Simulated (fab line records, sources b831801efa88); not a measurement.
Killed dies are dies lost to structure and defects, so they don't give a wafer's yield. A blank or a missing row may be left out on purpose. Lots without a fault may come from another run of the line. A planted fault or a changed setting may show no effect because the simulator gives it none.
Chamber matching | flow gf180mcu | GF_V4_CMP_04 on cmp-01: 4 sister chambers
The step polishes SiO2. 4 wafers are shown with their chamber, then 8 later ones without.

WAFERS WITH THEIR CHAMBER
wafer  | chamber | motor_current_A (A)
L775.2 | 0       | 10.4
L780.1 | 3       | 12.0
L781.4 | 2       | 12.7
L782.2 | 1       | 11.9

WAFERS WITHOUT THEIR CHAMBER
wafer  | motor_current_A (A)
L782.3 | 12.3
L782.6 | 12.4
L783.2 | 12.8
L783.5 | 13.2
L783.6 | 12.5
L785.4 | 10.4
L785.5 | 12.3
L785.6 | 10.8

WHICH CHAMBER EACH WENT THROUGH
wafer  | from the rows above          | in truth
L782.3 | can't be placed: 3 or 2 or 1 | 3
L782.6 | can't be placed: 2 or 3 or 1 | 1
L783.2 | 2                            | 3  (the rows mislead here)
L783.5 | 2                            | 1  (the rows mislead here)
L783.6 | can't be placed: 2 or 3 or 1 | 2
L785.4 | 0                            | 0
L785.5 | can't be placed: 3 or 2 or 1 | 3
L785.6 | 0                            | 0
Placed correctly: 2 of 8. Can't be placed from these rows: 4 (the true chamber is among the candidates in 4). Placed wrongly: 2.
How it was worked out, from the rows above alone: a wafer's distance from a chamber is the root of the sum, over the readings, of the square of ((its reading less the chamber's mean) divided by the reading's scatter). The wafer belongs to the nearest chamber; if the next one is less than 2 further off, it can't be placed. A chamber's mean is the mean of its shown wafers. The scatter: with one shown wafer a chamber, the root of the mean of the squares of how far each hidden wafer lies from its nearest shown one.
